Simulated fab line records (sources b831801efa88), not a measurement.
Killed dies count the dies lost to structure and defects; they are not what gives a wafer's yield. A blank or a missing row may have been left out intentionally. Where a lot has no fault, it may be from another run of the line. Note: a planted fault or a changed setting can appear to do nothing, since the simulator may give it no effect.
fab line records    flow gf180mcu
record lots=24  wafers=72  lastDay=34
route steps=602 shown M4@456 V4@494 MIM@507
lots untouched by any fault: they come from a run of this same line in which no faults occurred
startH: the number of hours between the record's first day and the start of the first shown wafer of the lot    waitH: time in hours since the lot's previous step    " as in the row above    L1.1+2: several wafers, shown together as one row    - no value, or no start given    * or withheld: withheld    < > ~ a bound
route shown NAME@n: names a module that has steps shown in the file, with the first one's number in the route    usual: mean/standard deviation of fault-free wafers    same: alike in all rows    chamber/n: place in a boat    sites: readings site by site    _std_site: their standard deviation    _edge_site: the outer-site mean with the inner-site mean subtracted    radiusMm: how far each site lies from the wafer's centre    mask NAME#n: copy n    behind: the last tool/chamber to shape the wafer    hold: cause of the lot's hold/its duration in hours/its outcome    device: whichever transistor did not switch (one of n, p or np)    end of line: the tests these same wafers got at the end of their route    a step given without rows: its recipe and nothing more    killed: count of dies lost to structure and defects at first sort (not the wafer's yield)    map: a wafer's dies, marking killed ones x, the rest . and places with no die _
set.NAME: the setting as run; set.NAME@STEP: as run at that earlier step    model.NAME: the simulator's own value behind a step, which no gauge read
one table for each step of the route and one row for each wafer, over a sample of lots
services: a tool's chamber out of use, with start hour (startH, from the record's first day; less than 0 if before it), hours out, and reason
## steps
# step GF_M4_SPUTTER_00
# recipe material=Ti  targetThkNm=37.5  arrivingIonEnergyEv=80  substrateTempC=200  chamberPressurePa=2  powerW=4000  timeS=150
# usual throttleValvePct=29.9/1
lot.wafer  tool           chamber  startH  waitH  throttleValvePct
L074.1     pvdSputter-02  -        514.05  0.1    29.8
L074.3     "              -        "       "      30.1
L074.5     "              -        "       "      30.1
L075.2     pvdSputter-04  -        522.67  0.1    29.7
L075.4     "              -        "       "      27.1
L075.5     "              -        "       "      30.3
L076.3     pvdSputter-04  -        534.10  0.1    27.3
L076.5     "              -        "       "      30.3
L076.6     "              -        "       "      29.3
L077.1     pvdSputter-03  -        537.00  0.2    30.6
L077.3     "              -        "       "      31.2
L077.5     "              -        "       "      28.3
L078.2     pvdSputter-03  -        553.83  0.2    30.9
L078.3     "              -        "       "      28.4
L078.6     "              -        "       "      29.2
L079.3     pvdSputter-02  -        559.91  0.2    30.4
L079.5     "              -        "       "      29.6
L079.6     "              -        "       "      30.6
L080.2     pvdSputter-02  -        568.86  0.2    29.8
L080.4     "              -        "       "      29.9
L080.5     "              -        "       "      30.3
L081.1     pvdSputter-03  -        572.94  0.2    30.9
L081.2     "              -        "       "      28.9
L081.4     "              -        "       "      31.0
L082.2     pvdSputter-03  -        583.54  0.1    31.1
L082.5     "              -        "       "      30.8
L082.6     "              -        "       "      28.6
L083.3     pvdSputter-03  -        592.49  0.1    31.3
L083.4     "              -        "       "      29.0
L083.6     "              -        "       "      28.2
L084.2     pvdSputter-04  -        600.96  0.2    30.3
L084.5     "              -        "       "      29.6
L084.6     "              -        "       "      30.1
L085.2     pvdSputter-02  -        610.76  0.1    29.7
L085.3     "              -        "       "      30.0
L085.6     "              -        "       "      29.6
L086.1     pvdSputter-04  -        618.63  0.2    29.6
L086.2     "              -        "       "      30.3
L086.5     "              -        "       "      30.4
L087.1     pvdSputter-02  -        624.63  0.1    30.7
L087.4     "              -        "       "      30.4
L087.5     "              -        "       "      29.9
L088.1     pvdSputter-04  -        629.40  0.2    29.8
L088.4     "              -        "       "      30.4
L088.5     "              -        "       "      29.5
L089.1     pvdSputter-02  -        639.54  0.2    30.0
L089.2     "              -        "       "      30.5
L089.5     "              -        "       "      30.0
L090.2     pvdSputter-04  -        645.64  0.2    29.6
L090.3     "              -        "       "      30.3
L090.6     "              -        "       "      27.1
L091.2     pvdSputter-02  -        649.31  0.1    29.7
L091.4     "              -        "       "      30.1
L091.5     "              -        "       "      29.7
L092.1     pvdSputter-02  -        655.46  0.2    30.1
L092.2     "              -        "       "      30.5
L092.3     "              -        "       "      30.0
L093.1     pvdSputter-03  -        663.53  0.1    29.1
L093.3     "              -        "       "      30.5
L093.6     "              -        "       "      31.5
L094.2     pvdSputter-02  -        670.86  0.1    30.0
L094.4     "              -        "       "      29.9
L094.5     "              -        "       "      30.4
L095.2     pvdSputter-03  -        675.12  0.1    31.2
L095.3     "              -        "       "      28.7
L095.4     "              -        "       "      28.6
L096.2     pvdSputter-03  -        683.82  0.2    30.5
L096.3     "              -        "       "      28.3
L096.4     "              -        "       "      28.8
L097.4     pvdSputter-03  -        686.95  0.2    31.2
L097.5     "              -        "       "      31.3
L097.6     "              -        "       "      28.3
# step GF_V4_STRIP_18
# recipe chemistry=O2/N2  powerW=1400  pressureMtorr=1500  platenTempC=250  o2FlowSccm=3000  n2FlowSccm=300  overashFraction=0.5
# usual drypumpMotorCurrentA=5.6/0.31  heaterPowerW=359/26  oesProductAu=0.593/0.0046
lot.wafer  tool            chamber  startH  waitH  drypumpMotorCurrentA  heaterPowerW  oesProductAu  rfHoursCounterH
L074.1     plasmaAsher-01  1        561.17  -      5.7                   327           0.591         13
L074.3     "               0        "       "      5.0                   355           0.597         -
L074.5     "               0        "       "      5.1                   352           0.588         -
L075.2     plasmaAsher-02  1        569.04  -      6.1                   336           0.595         80
L075.4     "               0        "       "      5.4                   363           0.597         -
L075.5     "               1        "       "      6.1                   340           0.590         -
L076.3     plasmaAsher-01  0        580.29  -      5.1                   349           0.595         -
L076.5     "               1        "       "      5.7                   331           0.590         -
L076.6     "               0        "       "      5.0                   354           0.590         -
L077.1     plasmaAsher-04  1        582.77  -      5.6                   355           0.591         47
L077.3     "               1        "       "      5.6                   367           0.595         -
L077.5     "               0        "       "      5.7                   403           0.590         -
L078.2     plasmaAsher-02  0        598.97  -      5.4                   366           0.595         84
L078.3     "               0        "       "      5.4                   374           0.593         -
L078.6     "               0        "       "      5.4                   372           0.590         -
L079.3     plasmaAsher-04  1        604.44  -      5.6                   361           0.595         -
L079.5     "               0        "       "      5.7                   411           0.599         -
L079.6     "               1        "       "      5.6                   357           0.588         -
L080.2     plasmaAsher-02  1        613.06  -      6.0                   336           0.589         85
L080.4     "               1        "       "      6.1                   345           0.589         -
L080.5     "               1        "       "      6.0                   340           0.595         -
L081.1     plasmaAsher-01  1        616.96  -      5.7                   330           0.598         19
L081.2     "               0        "       "      5.1                   347           0.590         19
L081.4     "               0        "       "      5.1                   350           0.600         -
L082.2     plasmaAsher-04  1        626.50  -      5.6                   367           0.601         52
L082.5     "               1        "       "      5.6                   357           0.596         -
L082.6     "               0        "       "      5.7                   413           0.595         -
L083.3     plasmaAsher-02  1        635.59  -      6.1                   347           0.591         -
L083.4     "               0        "       "      5.4                   359           0.592         -
L083.6     "               1        "       "      6.1                   339           0.601         -
L084.2     plasmaAsher-02  1        643.82  -      6.1                   332           0.584         88
L084.5     "               1        "       "      6.1                   336           0.594         -
L084.6     "               0        "       "      5.4                   367           0.594         -
L085.2     plasmaAsher-01  1        652.04  -      5.7                   333           0.594         23
L085.3     "               0        "       "      5.1                   358           0.588         -
L085.6     "               0        "       "      5.1                   365           0.595         -
L086.1     plasmaAsher-02  1        660.28  -      6.1                   328           0.588         90
L086.2     "               0        "       "      5.4                   364           0.595         90
L086.5     "               1        "       "      6.1                   342           0.585         -
L087.1     plasmaAsher-04  0        665.69  -      5.7                   417           0.591         56
L087.4     "               0        "       "      5.7                   402           0.589         -
L087.5     "               1        "       "      5.6                   353           0.600         -
L088.1     plasmaAsher-04  0        670.99  -      5.7                   409           0.601         56
L088.4     "               0        "       "      5.7                   403           0.594         -
L088.5     "               0        "       "      5.7                   407           0.605         -
L089.1     plasmaAsher-04  1        680.52  -      5.6                   351           0.588         57
L089.2     "               0        "       "      5.7                   400           0.595         57
L089.5     "               0        "       "      5.7                   404           0.597         -
L090.2     plasmaAsher-04  1        686.64  -      5.6                   358           0.596         58
L090.3     "               0        "       "      5.7                   409           0.594         -
L090.6     "               0        "       "      5.7                   413           0.597         -
L091.2     plasmaAsher-02  0        689.46  -      5.4                   365           0.601         93
L091.4     "               0        "       "      5.4                   351           0.591         -
L091.5     "               1        "       "      6.1                   332           0.600         -
L092.1     plasmaAsher-02  0        696.19  -      5.4                   364           0.594         94
L092.2     "               1        "       "      6.1                   343           0.593         94
L092.3     "               0        "       "      5.4                   361           0.592         -
L093.1     plasmaAsher-02  0        701.58  -      5.4                   361           0.590         94
L093.3     "               1        "       "      6.1                   347           0.593         -
L093.6     "               1        "       "      6.1                   343           0.597         -
L094.2     plasmaAsher-01  1        709.67  -      5.8                   332           0.596         29
L094.4     "               1        "       "      5.7                   340           0.587         -
L094.5     "               1        "       "      5.7                   318           0.591         -
L095.2     plasmaAsher-01  1        714.06  -      5.7                   327           0.593         29
L095.3     "               1        "       "      5.7                   320           0.597         -
L095.4     "               0        "       "      5.1                   348           0.594         -
L096.2     plasmaAsher-04  0        721.53  -      5.7                   398           0.596         62
L096.3     "               1        "       "      5.6                   363           0.596         -
L096.4     "               0        "       "      5.7                   408           0.579         -
L097.4     plasmaAsher-01  0        725.46  -      5.0                   359           0.588         -
L097.5     "               1        "       "      5.7                   330           0.596         -
L097.6     "               0        "       "      5.1                   351           0.585         -
# step GF_V4_SPUTTER_22
# recipe material=TiN  targetThkNm=10  chamberPressurePa=5  powerW=4000  timeS=40
# usual throttleValvePct=29.7/1.3
lot.wafer  tool           chamber  startH  waitH  throttleValvePct
L074.1     pvdSputter-01  -        561.76  0.0    30.6
L074.3     "              -        "       "      27.6
L074.5     "              -        "       "      27.3
L075.2     pvdSputter-01  -        569.70  0.0    27.3
L075.4     "              -        "       "      31.3
L075.5     "              -        "       "      28.6
L076.3     pvdSputter-02  -        580.88  0.0    30.0
L076.5     "              -        "       "      29.7
L076.6     "              -        "       "      30.3
L077.1     pvdSputter-02  -        583.36  0.0    30.0
L077.3     "              -        "       "      30.1
L077.5     "              -        "       "      29.9
L078.2     pvdSputter-04  -        599.57  0.0    30.3
L078.3     "              -        "       "      29.6
L078.6     "              -        "       "      30.7
L079.3     pvdSputter-01  -        605.01  0.0    30.6
L079.5     "              -        "       "      28.5
L079.6     "              -        "       "      31.2
L080.2     pvdSputter-01  -        613.73  0.0    27.4
L080.4     "              -        "       "      28.5
L080.5     "              -        "       "      31.2
L081.1     pvdSputter-02  -        617.62  0.0    30.4
L081.2     "              -        "       "      30.4
L081.4     "              -        "       "      30.9
L082.2     pvdSputter-01  -        627.10  0.0    27.7
L082.5     "              -        "       "      27.4
L082.6     "              -        "       "      30.5
L083.3     pvdSputter-04  -        636.15  0.0    30.3
L083.4     "              -        "       "      30.6
L083.6     "              -        "       "      30.3
L084.2     pvdSputter-02  -        644.41  0.0    30.1
L084.5     "              -        "       "      30.6
L084.6     "              -        "       "      30.0
L085.2     pvdSputter-04  -        652.63  0.0    30.8
L085.3     "              -        "       "      29.8
L085.6     "              -        "       "      30.2
L086.1     pvdSputter-04  -        660.87  0.0    30.0
L086.2     "              -        "       "      30.6
L086.5     "              -        "       "      30.7
L087.1     pvdSputter-01  -        666.34  0.0    28.8
L087.4     "              -        "       "      27.4
L087.5     "              -        "       "      27.5
L088.1     pvdSputter-04  -        671.61  0.0    29.4
L088.4     "              -        "       "      27.3
L088.5     "              -        "       "      30.7
L089.1     pvdSputter-01  -        681.11  0.0    28.7
L089.2     "              -        "       "      31.0
L089.5     "              -        "       "      31.2
L090.2     pvdSputter-04  -        687.23  0.0    27.3
L090.3     "              -        "       "      30.6
L090.6     "              -        "       "      30.6
L091.2     pvdSputter-04  -        690.14  0.0    27.0
L091.4     "              -        "       "      29.8
L091.5     "              -        "       "      30.6
L092.1     pvdSputter-04  -        697.12  0.0    30.4
L092.2     "              -        "       "      30.8
L092.3     "              -        "       "      27.0
L093.1     pvdSputter-01  -        702.18  0.0    28.5
L093.3     "              -        "       "      31.2
L093.6     "              -        "       "      31.3
L094.2     pvdSputter-04  -        710.27  0.0    30.4
L094.4     "              -        "       "      30.5
L094.5     "              -        "       "      29.5
L095.2     pvdSputter-01  -        714.65  0.0    31.3
L095.3     "              -        "       "      28.7
L095.4     "              -        "       "      27.5
L096.2     pvdSputter-04  -        722.13  0.0    27.0
L096.3     "              -        "       "      30.8
L096.4     "              -        "       "      29.6
L097.4     pvdSputter-02  -        726.44  0.0    30.1
L097.5     "              -        "       "      29.5
L097.6     "              -        "       "      30.6
# step GF_V4_RS_MEAS_24
# recipe thkMeasGauge=four-point-probe  reads=W_of_V4_CVD_23+TiN_of_V4_SPUTTER_22+Ti_of_V4_SPUTTER_21
# usual V4_W_RS=0.327/0.0037
lot.wafer  tool          chamber  startH  waitH  V4_W_RS[ohm/sq]
L074.1     filmMetro-01  -        562.03  0.2    0.325
L074.3     "             -        "       "      0.328
L074.5     "             -        "       "      0.324
L075.2     filmMetro-03  -        569.87  0.1    0.319
L075.4     "             -        "       "      0.321
L075.5     "             -        "       "      0.326
L076.3     filmMetro-03  -        581.07  0.1    0.328
L076.5     "             -        "       "      0.329
L076.6     "             -        "       "      0.327
L077.1     filmMetro-03  -        583.52  0.1    0.330
L077.3     "             -        "       "      0.329
L077.5     "             -        "       "      0.333
L078.2     filmMetro-02  -        599.74  0.1    0.331
L078.3     "             -        "       "      0.329
L078.6     "             -        "       "      0.330
L079.3     filmMetro-02  -        605.20  0.1    0.332
L079.5     "             -        "       "      0.331
L079.6     "             -        "       "      0.324
L080.2     filmMetro-03  -        613.90  0.1    0.328
L080.4     "             -        "       "      0.326
L080.5     "             -        "       "      0.323
L081.1     filmMetro-01  -        617.77  0.1    0.327
L081.2     "             -        "       "      0.325
L081.4     "             -        "       "      0.320
L082.2     filmMetro-01  -        627.27  0.1    0.331
L082.5     "             -        "       "      0.329
L082.6     "             -        "       "      0.328
L083.3     filmMetro-02  -        636.34  0.1    0.326
L083.4     "             -        "       "      0.321
L083.6     "             -        "       "      0.323
L084.2     filmMetro-02  -        644.58  0.1    0.325
L084.5     "             -        "       "      0.322
L084.6     "             -        "       "      0.325
L085.2     filmMetro-01  -        652.80  0.1    0.322
L085.3     "             -        "       "      0.323
L085.6     "             -        "       "      0.319
L086.1     filmMetro-03  -        661.02  0.1    0.333
L086.2     "             -        "       "      0.325
L086.5     "             -        "       "      0.327
L087.1     filmMetro-03  -        666.50  0.1    0.331
L087.4     "             -        "       "      0.326
L087.5     "             -        "       "      0.320
L088.1     filmMetro-01  -        671.76  0.1    0.329
L088.4     "             -        "       "      0.330
L088.5     "             -        "       "      0.334
L089.1     filmMetro-02  -        681.26  0.1    0.327
L089.2     "             -        "       "      0.327
L089.5     "             -        "       "      0.325
L090.2     filmMetro-01  -        687.40  0.1    0.328
L090.3     "             -        "       "      0.328
L090.6     "             -        "       "      0.330
L091.2     filmMetro-03  -        690.31  0.1    0.324
L091.4     "             -        "       "      0.322
L091.5     "             -        "       "      0.322
L092.1     filmMetro-02  -        697.27  0.1    0.328
L092.2     "             -        "       "      0.320
L092.3     "             -        "       "      0.323
L093.1     filmMetro-02  -        702.33  0.1    0.336
L093.3     "             -        "       "      0.333
L093.6     "             -        "       "      0.332
L094.2     filmMetro-02  -        710.44  0.1    0.327
L094.4     "             -        "       "      0.329
L094.5     "             -        "       "      0.329
L095.2     filmMetro-01  -        714.82  0.1    0.323
L095.3     "             -        "       "      0.320
L095.4     "             -        "       "      0.328
L096.2     filmMetro-02  -        722.30  0.1    0.335
L096.3     "             -        "       "      0.332
L096.4     "             -        "       "      0.330
L097.4     filmMetro-02  -        726.64  0.1    0.330
L097.5     "             -        "       "      0.332
L097.6     "             -        "       "      0.323
# step GF_V4_THK_MEAS_25
# recipe thkMeasGauge=xrf  reads=W_of_V4_CVD_23
# usual V4_W_THK=349/5.7
lot.wafer  tool          chamber  startH  waitH  V4_W_THK[nm]
L074.1     filmMetro-01  -        562.15  0.1    344
L074.3     "             -        "       "      342
L074.5     "             -        "       "      345
L075.2     filmMetro-03  -        569.98  0.1    358
L075.4     "             -        "       "      355
L075.5     "             -        "       "      350
L076.3     filmMetro-03  -        581.17  0.1    351
L076.5     "             -        "       "      349
L076.6     "             -        "       "      352
L077.1     filmMetro-03  -        583.64  0.1    348
L077.3     "             -        "       "      351
L077.5     "             -        "       "      346
L078.2     filmMetro-02  -        599.85  0.1    341
L078.3     "             -        "       "      345
L078.6     "             -        "       "      342
L079.3     filmMetro-02  -        605.30  0.1    347
L079.5     "             -        "       "      346
L079.6     "             -        "       "      353
L080.2     filmMetro-03  -        614.01  0.1    351
L080.4     "             -        "       "      351
L080.5     "             -        "       "      355
L081.1     filmMetro-01  -        617.89  0.1    341
L081.2     "             -        "       "      343
L081.4     "             -        "       "      347
L082.2     filmMetro-01  -        627.38  0.1    337
L082.5     "             -        "       "      339
L082.6     "             -        "       "      339
L083.3     filmMetro-02  -        636.44  0.1    355
L083.4     "             -        "       "      357
L083.6     "             -        "       "      353
L084.2     filmMetro-02  -        644.69  0.1    353
L084.5     "             -        "       "      358
L084.6     "             -        "       "      352
L085.2     filmMetro-01  -        652.91  0.1    347
L085.3     "             -        "       "      346
L085.6     "             -        "       "      349
L086.1     filmMetro-03  -        661.14  0.1    350
L086.2     "             -        "       "      360
L086.5     "             -        "       "      355
L087.1     filmMetro-03  -        666.62  0.1    351
L087.4     "             -        "       "      356
L087.5     "             -        "       "      363
L088.1     filmMetro-01  -        671.88  0.1    339
L088.4     "             -        "       "      341
L088.5     "             -        "       "      333
L089.1     filmMetro-02  -        681.38  0.1    349
L089.2     "             -        "       "      347
L089.5     "             -        "       "      351
L090.2     filmMetro-01  -        687.51  0.1    343
L090.3     "             -        "       "      342
L090.6     "             -        "       "      343
L091.2     filmMetro-03  -        690.42  0.1    351
L091.4     "             -        "       "      351
L091.5     "             -        "       "      353
L092.1     filmMetro-02  -        697.39  0.1    352
L092.2     "             -        "       "      358
L092.3     "             -        "       "      356
L093.1     filmMetro-02  -        702.45  0.1    343
L093.3     "             -        "       "      347
L093.6     "             -        "       "      347
L094.2     filmMetro-02  -        710.55  0.1    351
L094.4     "             -        "       "      351
L094.5     "             -        "       "      350
L095.2     filmMetro-01  -        714.93  0.1    351
L095.3     "             -        "       "      354
L095.4     "             -        "       "      345
L096.2     filmMetro-02  -        722.41  0.1    344
L096.3     "             -        "       "      345
L096.4     "             -        "       "      349
L097.4     filmMetro-02  -        726.73  0.1    350
L097.5     "             -        "       "      349
L097.6     "             -        "       "      356
# step GF_MIM_SPUTTER_04
# recipe material=TiN  targetThkNm=50  powerW=6500  timeS=41.7  chamberPressurePa=0.4
# usual throttleValvePct=29.9/1.1
lot.wafer  tool           chamber  startH  waitH  throttleValvePct
L074.1     pvdSputter-03  -        562.69  0.0    31.2
L074.3     "              -        "       "      28.3
L074.5     "              -        "       "      31.3
L075.2     pvdSputter-02  -        570.51  0.0    30.6
L075.4     "              -        "       "      29.8
L075.5     "              -        "       "      29.6
L076.3     pvdSputter-01  -        581.70  0.0    30.5
L076.5     "              -        "       "      27.5
L076.6     "              -        "       "      28.6
L077.1     pvdSputter-02  -        584.18  0.0    30.2
L077.3     "              -        "       "      30.4
L077.5     "              -        "       "      30.4
L078.2     pvdSputter-03  -        600.38  0.0    28.2
L078.3     "              -        "       "      30.9
L078.6     "              -        "       "      31.5
L079.3     pvdSputter-02  -        605.82  0.0    29.8
L079.5     "              -        "       "      30.5
L079.6     "              -        "       "      29.8
L080.2     pvdSputter-02  -        614.54  0.0    30.2
L080.4     "              -        "       "      30.4
L080.5     "              -        "       "      30.1
L081.1     pvdSputter-01  -        618.43  0.0    30.6
L081.2     "              -        "       "      31.1
L081.4     "              -        "       "      27.4
L082.2     pvdSputter-01  -        628.18  0.0    31.3
L082.5     "              -        "       "      27.5
L082.6     "              -        "       "      30.7
L083.3     pvdSputter-03  -        636.98  0.0    28.9
L083.4     "              -        "       "      31.3
L083.6     "              -        "       "      31.0
L084.2     pvdSputter-02  -        645.23  0.0    30.3
L084.5     "              -        "       "      29.8
L084.6     "              -        "       "      30.2
L085.2     pvdSputter-03  -        653.44  0.0    30.8
L085.3     "              -        "       "      29.2
L085.6     "              -        "       "      29.0
L086.1     pvdSputter-02  -        661.68  0.0    30.1
L086.2     "              -        "       "      29.8
L086.5     "              -        "       "      30.3
L087.1     pvdSputter-03  -        667.16  0.0    29.2
L087.4     "              -        "       "      31.2
L087.5     "              -        "       "      28.9
L088.1     pvdSputter-01  -        672.42  0.0    28.5
L088.4     "              -        "       "      27.6
L088.5     "              -        "       "      28.6
L089.1     pvdSputter-02  -        681.92  0.0    30.3
L089.2     "              -        "       "      30.0
L089.5     "              -        "       "      30.1
L090.2     pvdSputter-02  -        688.04  0.0    30.1
L090.3     "              -        "       "      30.7
L090.6     "              -        "       "      30.2
L091.2     pvdSputter-02  -        690.95  0.0    30.0
L091.4     "              -        "       "      29.9
L091.5     "              -        "       "      30.1
L092.1     pvdSputter-01  -        697.93  0.0    31.0
L092.2     "              -        "       "      27.5
L092.3     "              -        "       "      28.7
L093.1     pvdSputter-02  -        702.99  0.0    30.6
L093.3     "              -        "       "      30.1
L093.6     "              -        "       "      30.4
L094.2     pvdSputter-01  -        711.08  0.0    28.7
L094.4     "              -        "       "      27.6
L094.5     "              -        "       "      30.7
L095.2     pvdSputter-02  -        715.46  0.0    30.5
L095.3     "              -        "       "      30.0
L095.4     "              -        "       "      30.4
L096.2     pvdSputter-03  -        722.94  0.0    28.0
L096.3     "              -        "       "      30.9
L096.4     "              -        "       "      31.2
L097.4     pvdSputter-03  -        727.24  0.0    30.8
L097.5     "              -        "       "      28.5
L097.6     "              -        "       "      31.1
## services
tool            chamber  startH  hours  kind
plasmaAsher-02  -        518.51  1.8    repair
pvdSputter-02   -        532.31  4.7    repair
pvdSputter-03   -        541.15  1.8    repair
pvdSputter-03   1        550.39  -      consumableReplace:kit
pvdSputter-03   1        550.39  18.0   scheduledDown
pvdSputter-03   1        550.39  18.0   ventCycle
plasmaAsher-04  -        550.89  5.8    repair
plasmaAsher-02  -        570.00  2.0    repair
pvdSputter-01   -        606.81  4.5    repair
pvdSputter-02   3        610.98  -      consumableReplace:kit
pvdSputter-02   3        610.98  18.0   scheduledDown
pvdSputter-02   3        610.98  18.0   ventCycle
pvdSputter-02   -        626.89  1.2    repair
pvdSputter-01   -        631.56  5.4    repair
pvdSputter-04   -        643.78  1.3    repair
pvdSputter-03   -        656.19  1.0    repair
pvdSputter-03   0        690.48  -      consumableReplace:kit
pvdSputter-02   2        710.37  -      consumableReplace:kit
pvdSputter-02   2        710.37  18.0   scheduledDown
pvdSputter-02   2        710.37  18.0   ventCycle
plasmaAsher-02  -        717.63  2.2    repair
## key
fault none
